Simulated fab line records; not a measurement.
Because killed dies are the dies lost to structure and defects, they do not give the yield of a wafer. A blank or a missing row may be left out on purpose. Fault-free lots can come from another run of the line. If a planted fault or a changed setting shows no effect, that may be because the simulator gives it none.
fab line records ; flow gf180mcu
[record] lots = 13; wafers = 36; lastDay = 34
route steps=602 shown STI@15 SAB@273 SALICIDE@284 V1@336
lots that met no fault: taken from a fault-free run of the same line
startH: hours from the record's opening day to when the first of the lot's shown wafers began ; waitH: hours elapsed since this lot's preceding step ; " same as the row above ; L1.1+2: a row that stands for several wafers ; - no value, or no start given ; * or withheld: withheld ; < > ~ a bound
route shown NAME@n: a module of which the file shows steps, and the number in the route of the first ; usual: mean and standard deviation over wafers with no fault ; same: alike in all rows ; chamber/n: place in a boat ; sites: each site's reading ; _std_site: how widely they spread, as a standard deviation ; _edge_site: the outer-site mean with the inner-site mean subtracted ; radiusMm: how far each site lies from the wafer's centre ; mask NAME#n: copy n ; behind: the tool/chamber that last shaped the wafer ; hold: reason for holding the lot/hours on hold/outcome of the hold ; device: the n, p or np transistor that did not switch ; end of line: tests of these same wafers at the route's end ; where a step has no rows: the recipe by itself ; killed: dies that structure and defects cost at the first sort, which is not the same as the wafer's yield ; map: a wafer's dies, marking killed ones x, the rest . and places with no die _
set.NAME: the setting that was run; set.NAME@STEP: the one run at that earlier step ; model.NAME: the simulator's own value behind a step, which no gauge read
the route's steps for a sample of lots (tables are steps, rows are wafers)
services: the hour from which a tool's chamber was out of use, counted from the record's first day as startH (under 0 if before that day), plus the number of hours and why
[[steps]]
[step GF_STI_ETCH_14]
[recipe] target = Si; chemistry = HBr/Cl2/O2; targetDepthNm = 360; icpW = 600; biasW = 150; pressureMtorr = 15; HBr_flow_sccm = 150; Cl2_flow_sccm = 40; O2_flow_sccm = 6; timeS = 102.9
[usual] drypumpMotorCurrentA = 5.4/0.46; oesProductAu = 0.994/0.011; throttleValvePct = 25.662/0.012
[same] timeS = 102.9
lot.wafer;tool;chamber;startH;waitH;drypumpMotorCurrentA;oesProductAu;rfHoursCounterH;throttleValvePct
L515.4;rieSi-01;2;25.28;0.0;5.2;0.993;131;25.673
L515.5;rieSi-01;2;25.28;0.0;5.2;0.989;-;25.682
L515.6;rieSi-01;3;25.28;0.0;5.4;1.001;-;25.666
L516.3;rieSi-02;3;29.86;0.0;6.2;0.993;0;25.651
L516.5;rieSi-02;3;29.86;0.0;6.2;0.999;-;25.656
L516.6;rieSi-02;2;29.86;0.0;4.8;0.983;-;25.663
L518.1;rieSi-02;3;40.85;0.1;6.2;0.988;0;25.664
L518.2;rieSi-02;2;40.85;0.1;4.8;0.985;90;25.654
L518.4;rieSi-02;2;40.85;0.1;4.8;0.982;-;25.677
L519.1;rieSi-02;1;46.36;0.0;5.4;1.006;85;25.658
L519.4;rieSi-02;2;46.36;0.0;4.8;0.983;90;25.662
L519.6;rieSi-02;1;46.36;0.0;5.4;0.998;-;25.643
L520.1;rieSi-01;0;54.81;0.0;5.0;0.998;42;25.661
L520.4;rieSi-01;2;54.81;0.0;5.2;0.979;131;25.650
L520.5;rieSi-01;2;54.81;0.0;5.2;0.983;-;25.668
L522.2;rieSi-01;0;62.21;0.0;5.0;0.998;42;25.669
L522.4;rieSi-01;3;62.21;0.0;5.4;1.009;56;25.660
L522.6;rieSi-01;2;62.21;0.0;5.2;0.988;-;25.666
L523.2;rieSi-01;3;66.83;0.0;5.4;1.002;56;25.654
L523.3;rieSi-01;0;66.83;0.0;5.0;0.988;42;25.682
L523.6;rieSi-01;0;66.83;0.0;5.0;0.991;-;25.657
L525.3;rieSi-02;0;76.96;0.0;5.6;0.986;0;25.666
L525.4;rieSi-02;1;76.96;0.0;5.4;0.992;86;25.662
L525.5;rieSi-02;1;76.96;0.0;5.4;0.993;-;25.652
L529.1;rieSi-01;0;97.66;0.0;5.0;1.003;43;25.679
L529.5;rieSi-01;3;97.66;0.0;5.5;0.733;-;25.820
L530.2;rieSi-01;3;105.26;0.0;5.4;0.993;56;25.659
L530.5;rieSi-01;3;105.26;0.0;5.4;0.715;-;25.837
L531.2;rieSi-01;3;111.61;0.0;5.4;0.998;56;25.654
L531.5;rieSi-01;0;111.61;0.0;5.0;0.721;-;25.849
L536.2;rieSi-02;2;134.28;0.0;4.8;0.998;91;25.663
L536.3;rieSi-02;0;134.28;0.0;5.6;0.999;1;25.666
L536.6;rieSi-02;3;134.28;0.0;6.2;0.996;-;25.665
L537.4;rieSi-02;3;138.71;0.0;6.2;0.990;1;25.674
L537.5;rieSi-02;0;138.71;0.0;5.6;0.983;-;25.685
L537.6;rieSi-02;1;138.71;0.0;5.4;0.986;-;25.670
[step GF_STI_STRIP_15]
[recipe] chemistry = O2/N2; powerW = 1400; pressureMtorr = 1500; platenTempC = 250; o2FlowSccm = 3000; n2FlowSccm = 300; overashFraction = 0.5
[usual] drypumpMotorCurrentA = 5.8/0.55; heaterPowerW = 353/38; oesProductAu = 0.385/0.0048; stripTimeToEndpointS = 3.77/0.059
lot.wafer;tool;chamber;startH;waitH;drypumpMotorCurrentA;heaterPowerW;oesProductAu;rfHoursCounterH;stripTimeToEndpointS
L515.4;plasmaAsher-02;0;25.39;0.1;5.2;350;0.391;-;3.75
L515.5;plasmaAsher-02;1;25.39;0.1;6.7;329;0.385;-;3.78
L515.6;plasmaAsher-02;0;25.39;0.1;5.2;342;0.382;-;3.79
L516.3;plasmaAsher-01;0;29.97;0.1;5.6;430;0.379;-;3.76
L516.5;plasmaAsher-01;0;29.97;0.1;5.6;437;0.384;-;3.79
L516.6;plasmaAsher-01;1;29.97;0.1;5.4;308;0.390;-;3.78
L518.1;plasmaAsher-02;0;40.93;0.0;5.2;348;0.376;39;3.74
L518.2;plasmaAsher-02;1;40.93;0.0;6.7;331;0.383;39;3.78
L518.4;plasmaAsher-02;1;40.93;0.0;6.8;337;0.383;-;3.82
L519.1;plasmaAsher-01;1;46.44;0.0;5.4;311;0.389;37;3.74
L519.4;plasmaAsher-01;1;46.44;0.0;5.4;304;0.384;-;3.76
L519.6;plasmaAsher-01;1;46.44;0.0;5.4;308;0.380;-;3.81
L520.1;plasmaAsher-03;1;54.89;0.0;6.4;359;0.387;25;3.80
L520.4;plasmaAsher-03;0;54.89;0.0;5.7;343;0.393;-;3.91
L520.5;plasmaAsher-03;1;54.89;0.0;6.4;363;0.387;-;3.81
L522.2;plasmaAsher-02;1;62.29;0.0;6.7;329;0.387;41;3.74
L522.4;plasmaAsher-02;0;62.29;0.0;5.2;352;0.381;-;3.80
L522.6;plasmaAsher-02;0;62.29;0.0;5.2;347;0.385;-;3.80
L523.2;plasmaAsher-02;1;66.91;0.0;6.7;338;0.380;42;3.70
L523.3;plasmaAsher-02;0;66.91;0.0;5.2;353;0.379;-;3.65
L523.6;plasmaAsher-02;0;66.91;0.0;5.2;350;0.380;-;3.72
L525.3;plasmaAsher-02;0;77.07;0.1;5.2;350;0.383;-;3.74
L525.4;plasmaAsher-02;1;77.07;0.1;6.7;332;0.383;-;3.82
L525.5;plasmaAsher-02;1;77.07;0.1;6.7;328;0.391;-;3.80
L529.1;plasmaAsher-02;0;97.74;0.0;5.2;357;0.385;46;3.81
L529.5;plasmaAsher-02;0;97.74;0.0;5.2;367;0.404;-;4.34
L530.2;plasmaAsher-01;0;105.34;0.0;5.7;428;0.384;42;3.70
L530.5;plasmaAsher-01;1;105.34;0.0;5.4;309;0.398;-;4.24
L531.2;plasmaAsher-01;0;111.69;0.0;5.6;416;0.388;43;3.78
L531.5;plasmaAsher-01;0;111.69;0.0;5.6;428;0.410;-;4.31
L536.2;plasmaAsher-03;0;134.35;0.0;5.7;341;0.395;33;3.78
L536.3;plasmaAsher-03;0;134.35;0.0;5.7;336;0.394;-;3.77
L536.6;plasmaAsher-03;1;134.35;0.0;6.5;361;0.389;-;3.72
L537.4;plasmaAsher-03;0;138.82;0.1;5.7;346;0.388;-;3.81
L537.5;plasmaAsher-03;1;138.82;0.1;6.4;361;0.391;-;3.90
L537.6;plasmaAsher-03;0;138.82;0.1;5.7;335;0.394;-;3.78
[step GF_SAB_CD_MEAS_09]
[recipe] targetCdNm = 420
[usual] cdNm = 419.8/1.9
lot.wafer;tool;chamber;startH;waitH;cdNm
L515.4;cdSem-01;-;336.74;0.1;419.5
L515.5;cdSem-01;-;336.74;0.1;420.8
L515.6;cdSem-01;-;336.74;0.1;419.1
L516.3;cdSem-02;-;344.21;0.2;417.0
L516.5;cdSem-02;-;344.21;0.2;417.8
L516.6;cdSem-02;-;344.21;0.2;420.0
L518.1;cdSem-01;-;370.56;0.1;422.3
L518.2;cdSem-01;-;370.56;0.1;422.5
L518.4;cdSem-01;-;370.56;0.1;422.7
L519.1;cdSem-02;-;379.01;0.1;420.5
L519.4;cdSem-02;-;379.01;0.1;419.8
L519.6;cdSem-02;-;379.01;0.1;419.7
L520.1;cdSem-02;-;386.81;0.1;421.2
L520.4;cdSem-02;-;386.81;0.1;417.7
L520.5;cdSem-02;-;386.81;0.1;418.1
L522.2;cdSem-02;-;400.50;0.1;417.6
L522.4;cdSem-02;-;400.50;0.1;416.9
L522.6;cdSem-02;-;400.50;0.1;417.8
L523.2;cdSem-01;-;411.33;0.1;420.4
L523.3;cdSem-01;-;411.33;0.1;421.7
L523.6;cdSem-01;-;411.33;0.1;422.0
L525.3;cdSem-01;-;429.65;0.1;421.9
L525.4;cdSem-01;-;429.65;0.1;418.2
L525.5;cdSem-01;-;429.65;0.1;417.3
L529.1;cdSem-01;-;461.82;0.1;421.1
L529.5;cdSem-01;-;461.82;0.1;421.1
L530.2;cdSem-02;-;470.99;0.1;421.4
L530.5;cdSem-02;-;470.99;0.1;422.7
L531.2;cdSem-02;-;483.43;0.1;420.5
L531.5;cdSem-02;-;483.43;0.1;422.4
L536.2;cdSem-02;-;523.22;0.1;420.4
L536.3;cdSem-02;-;523.22;0.1;421.0
L536.6;cdSem-02;-;523.22;0.1;422.3
L537.4;cdSem-02;-;528.02;0.1;417.6
L537.5;cdSem-02;-;528.02;0.1;417.9
L537.6;cdSem-02;-;528.02;0.1;420.2
[step GF_SALICIDE_RTA_06]
[recipe] tempC = 530; timeS = 30; ambient = N2
[usual] lampPowerPct = 6.8/0.4; wafer_temp_C_max = 532.1/0.46
[same] timeS = 30
lot.wafer;tool;chamber;startH;waitH;lampPowerPct;wafer_temp_C_max
L515.4;rtpAnneal-02;0;337.47;0.1;6.4;531.3
L515.5;rtpAnneal-02;0;337.47;0.1;6.4;532.2
L515.6;rtpAnneal-02;0;337.47;0.1;6.4;531.7
L516.3;rtpAnneal-01;0;344.96;0.1;7.2;533.3
L516.5;rtpAnneal-01;0;344.96;0.1;7.2;532.4
L516.6;rtpAnneal-01;0;344.96;0.1;7.2;532.1
L518.1;rtpAnneal-01;0;371.28;0.1;7.2;532.4
L518.2;rtpAnneal-01;0;371.28;0.1;7.2;532.2
L518.4;rtpAnneal-01;0;371.28;0.1;7.2;532.8
L519.1;rtpAnneal-01;0;379.76;0.1;7.2;532.5
L519.4;rtpAnneal-01;0;379.76;0.1;7.2;532.6
L519.6;rtpAnneal-01;0;379.76;0.1;7.2;532.1
L520.1;rtpAnneal-01;0;387.54;0.1;7.2;532.1
L520.4;rtpAnneal-01;0;387.54;0.1;7.2;532.3
L520.5;rtpAnneal-01;0;387.54;0.1;7.2;531.2
L522.2;rtpAnneal-02;0;401.25;0.1;6.4;531.8
L522.4;rtpAnneal-02;0;401.25;0.1;6.4;531.2
L522.6;rtpAnneal-02;0;401.25;0.1;6.4;532.0
L523.2;rtpAnneal-01;0;412.07;0.1;7.2;531.7
L523.3;rtpAnneal-01;0;412.07;0.1;7.2;533.1
L523.6;rtpAnneal-01;0;412.07;0.1;7.2;531.9
L525.3;rtpAnneal-01;0;430.39;0.1;7.2;532.6
L525.4;rtpAnneal-01;0;430.39;0.1;7.2;532.1
L525.5;rtpAnneal-01;0;430.39;0.1;7.2;532.3
L529.1;rtpAnneal-01;0;462.56;0.1;7.2;531.4
L529.5;rtpAnneal-01;0;462.56;0.1;7.2;532.1
L530.2;rtpAnneal-02;0;471.72;0.1;6.4;532.6
L530.5;rtpAnneal-02;0;471.72;0.1;6.4;531.7
L531.2;rtpAnneal-02;0;484.17;0.1;6.4;531.8
L531.5;rtpAnneal-02;0;484.17;0.1;6.4;531.3
L536.2;rtpAnneal-02;0;523.95;0.1;6.4;532.2
L536.3;rtpAnneal-02;0;523.95;0.1;6.4;531.5
L536.6;rtpAnneal-02;0;523.95;0.1;6.4;532.0
L537.4;rtpAnneal-02;0;528.74;0.1;6.4;532.1
L537.5;rtpAnneal-02;0;528.74;0.1;6.4;532.2
L537.6;rtpAnneal-02;0;528.74;0.1;6.4;532.8
[step GF_V1_THK_MEAS_01]
[recipe] reads = SiO2_of_V1_CVD_00
[usual] V1_CVD_00_THK = 596/5.9
lot.wafer;tool;chamber;startH;waitH;V1_CVD_00_THK[nm]
L515.4;filmMetro-04;-;386.00;0.0;603
L515.5;filmMetro-04;-;386.00;0.0;599
L515.6;filmMetro-04;-;386.00;0.0;601
L516.3;filmMetro-02;-;392.70;0.1;598
L516.5;filmMetro-02;-;392.70;0.1;593
L516.6;filmMetro-02;-;392.70;0.1;605
L518.1;filmMetro-02;-;421.52;0.0;590
L518.2;filmMetro-02;-;421.52;0.0;602
L518.4;filmMetro-02;-;421.52;0.0;608
L519.1;filmMetro-04;-;429.63;0.0;606
L519.4;filmMetro-04;-;429.63;0.0;593
L519.6;filmMetro-04;-;429.63;0.0;603
L520.1;filmMetro-04;-;437.83;0.0;588
L520.4;filmMetro-04;-;437.83;0.0;592
L520.5;filmMetro-04;-;437.83;0.0;591
L522.2;filmMetro-03;-;452.46;0.0;593
L522.4;filmMetro-03;-;452.46;0.0;598
L522.6;filmMetro-03;-;452.46;0.0;596
L523.2;filmMetro-04;-;463.91;0.0;593
L523.3;filmMetro-04;-;463.91;0.0;594
L523.6;filmMetro-04;-;463.91;0.0;595
L525.3;filmMetro-03;-;480.95;0.1;594
L525.4;filmMetro-03;-;480.95;0.1;595
L525.5;filmMetro-03;-;480.95;0.1;594
L529.1;filmMetro-04;-;513.30;0.0;600
L529.5;filmMetro-04;-;513.30;0.0;601
L530.2;filmMetro-04;-;521.71;0.0;596
L530.5;filmMetro-04;-;521.71;0.0;595
L531.2;filmMetro-03;-;533.31;0.0;606
L531.5;filmMetro-03;-;533.31;0.0;608
L536.2;filmMetro-04;-;571.21;0.0;594
L536.3;filmMetro-04;-;571.21;0.0;599
L536.6;filmMetro-04;-;571.21;0.0;598
L537.4;filmMetro-03;-;576.62;0.0;597
L537.5;filmMetro-03;-;576.62;0.0;607
L537.6;filmMetro-03;-;576.62;0.0;599
[[services]]
tool;chamber;startH;hours;kind
plasmaAsher-03;-;6.63;4.3;repair
rtpAnneal-01;-;21.56;3.1;pm
rieSi-01;3;30.84;15.7;repair
plasmaAsher-03;-;40.96;2.4;repair
plasmaAsher-01;-;52.69;14.6;pm
plasmaAsher-03;-;61.32;2.8;pm
rieSi-01;1;85.46;2.9;repair
plasmaAsher-03;-;95.71;6.5;repair
plasmaAsher-03;-;99.01;0.9;repair
rieSi-01;0;113.42;3.6;repair
plasmaAsher-02;-;186.13;7.7;repair
rieSi-01;-;197.59;0.7;repair
rieSi-02;0;235.07;12.4;repair
plasmaAsher-03;-;261.11;20.9;pm
plasmaAsher-01;-;299.53;1.9;repair
rieSi-02;3;383.25;2.8;repair
plasmaAsher-03;-;384.05;4.1;repair
plasmaAsher-01;-;392.76;2.8;pm
rieSi-01;0;394.94;1.6;repair
rtpAnneal-02;-;411.20;2.5;repair
rieSi-02;1;414.49;22.4;repair
plasmaAsher-01;-;421.25;9.0;pm
rtpAnneal-02;-;440.16;0.7;pm
rieSi-01;-;469.68;0.4;repair
[[key]]
[firstSign] step = GF_STI_ETCH_14; reading = oesProductAu; direction = down; sigmas = 24; usual = 0.994; struck = 0.723
[effect] step = GF_STI_ETCH_14; reading = throttleValvePct; direction = up; sigmas = 15; usual = 25.662; struck = 25.836
[effect] step = GF_STI_STRIP_15; reading = stripTimeToEndpointS; direction = up; sigmas = 9; usual = *; struck = *
metAt GF_STI_ETCH_14
struckLots L529,L530,L531
struckWafers L529.5,L530.5,L531.5
testerLeftOut L529,L530,L531
notActingAt GF_SAB_CD_MEAS_09,GF_SALICIDE_RTA_06,GF_V1_THK_MEAS_01
onsetBetween 66.83 97.66
[fault] kind = processParameterDrift; tool = rieSi-01; chamber = -; onsetH = 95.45; steps = GF_STI_ETCH_14; channel = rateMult; offset = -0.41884; shape = step; endH = 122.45; scope = struckWafersOnly
// testerLeftOut: of these lots the tester's yield and bins aren't shown, on N5 and GAA mostly nor the transistor test; their killed dies are dies lost to structure and defects alone, not to doping, threshold or leakage, so they don't give the yield
